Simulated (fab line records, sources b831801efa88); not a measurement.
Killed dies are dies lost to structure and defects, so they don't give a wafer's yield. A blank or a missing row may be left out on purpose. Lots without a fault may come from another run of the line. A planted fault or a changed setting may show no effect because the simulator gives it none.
One fault seen from 2 desks | flow sky130 | each desk has only its own numbers; what lay behind them comes last

THE METROLOGY DESK
What the gauges read, lot by lot, whatever tool the lot ran on: means of the sampled wafers that have a number. A lot is out of limits, marked OUT, if its mean lies more than 4 standard deviations from the usual mean; the brackets give that distance.
Columns: A = VIA1_HDPCVD_THK at SKY_VIA1_THK_MEAS_01, usual 1047 nm
lot  | first seen here | A
L707 | day 34 04:42    | 1042
L706 | day 34 06:14    | 1053
L709 | day 34 17:44    | 1040
L710 | day 35 03:30    | 1039
L711 | day 35 12:44    | 1036
L714 | day 36 05:18    | 1056
L715 | day 36 09:30    | 1049
L719 | day 38 01:19    | 1043
L721 | day 38 08:13    | 1023
L723 | day 39 00:08    | 991 (-5.6) OUT
L725 | day 39 13:34    | 1063
This desk's finding: out of limits on L723; first on L723, day 39 00:08 (VIA1_HDPCVD_THK at SKY_VIA1_THK_MEAS_01). In limits: L707, L706, L709, L710, L711, L714, L715, L719, L721, L725.

THE TOOL OWNER'S DESK: hdpcvd-01
The tool's own readings at SKY_VIA1_HDPCVD_00 (deposits SiO2, target thk 1030 nm, time 171.7 s): means of the sampled wafers that have a number, for each lot that ran on this tool. A lot is out of limits, marked OUT, if its mean lies more than 4 standard deviations from the usual mean; the brackets give that distance.
Columns: A = pressure_mtorr at SKY_VIA1_HDPCVD_00, usual 6.001 mTorr; B = run_length_s at SKY_VIA1_HDPCVD_00, usual 199.4 s
lot  | first seen here | A     | B
L706 | day 34 06:07    | 5.997 | 199.7
L709 | day 34 17:36    | 5.987 | 199.7
L715 | day 36 09:22    | 6.006 | 199.6
L719 | day 38 01:12    | 6.003 | 199.3
L721 | day 38 08:05    | 6.005 | 193.9 (-9.6) OUT
L723 | day 39 00:00    | 6.007 | 189.1 (-18) OUT
This desk's finding: out of limits on L721, L723; first on L721, day 38 08:05 (run_length_s at SKY_VIA1_HDPCVD_00). In limits: L706, L709, L715, L719.

PUT TOGETHER
The tool owner's desk could have raised an alarm at day 38 08:05, on L721, L723.
The metrology desk could have raised an alarm at day 39 00:08, on L723.
The metrology desk has L721 on record, within its limits.
Of the lots named, all ran SKY_VIA1_HDPCVD_00 on hdpcvd-01.

WHAT THE SIMULATOR HAD PUT IN
Process parameter drift: hdpcvd-01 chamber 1, from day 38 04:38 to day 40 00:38, at SKY_VIA1_HDPCVD_00. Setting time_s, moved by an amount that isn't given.
Lots struck among those shown: L721, L723.
Hours from the fault's start to each desk's first reading out of limits: the tool owner's desk, 3; the metrology desk, 19.
